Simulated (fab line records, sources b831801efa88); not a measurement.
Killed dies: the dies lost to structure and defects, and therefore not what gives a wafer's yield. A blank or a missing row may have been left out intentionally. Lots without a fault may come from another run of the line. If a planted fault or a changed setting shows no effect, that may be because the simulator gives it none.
Chamber matching + flow gf180mcu + cmp-02 running GF_V1_CMP_04: 4 sister chambers
The step polishes SiO2. 4 wafers are shown with their chamber, then 8 later ones without.

WAFERS PAIRED WITH THEIR CHAMBERS
| wafer  | chamber | motor-current-A (A) |
|--------|---------|---------------------|
| L518.6 | 1       | 9.8                 |
| L523.1 | 3       | 13.7                |
| L523.2 | 0       | 11.0                |
| L526.2 | 2       | 13.2                |

WAFERS MISSING THEIR CHAMBER
| wafer  | motor-current-A (A) |
|--------|---------------------|
| L526.4 | 10.9                |
| L526.6 | 12.8                |
| L530.3 | 12.8                |
| L530.5 | 13.6                |
| L530.6 | 13.3                |
| L529.2 | 14.1                |
| L529.5 | 11.1                |
| L529.6 | 9.8                 |

THE CHAMBER EACH PASSED THROUGH
| wafer  | from the rows above     | in truth |
|--------|-------------------------|----------|
| L526.4 | 0                       | 0        |
| L526.6 | can't be placed: 2 or 3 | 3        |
| L530.3 | can't be placed: 2 or 3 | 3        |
| L530.5 | can't be placed: 3 or 2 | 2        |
| L530.6 | can't be placed: 2 or 3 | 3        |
| L529.2 | can't be placed: 3 or 2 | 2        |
| L529.5 | 0                       | 0        |
| L529.6 | 1                       | 1        |
Correct placement for 3 of the 8. These rows do not allow placing 5 (true chamber among the candidates in 5). 0 placed wrongly.
How it was worked out, from the rows above alone: a wafer's distance from a chamber is the root of the sum, over the readings, of the square of ((its reading less the chamber's mean) divided by the reading's scatter). If the next closest chamber is less than 2 further off than the closest, the wafer can't be placed; otherwise it belongs to the closest. A chamber's mean is the mean of its shown wafers. The scatter (one wafer shown for each chamber): square how far every hidden wafer sits from the nearest shown wafer, average those squares and take the square root.
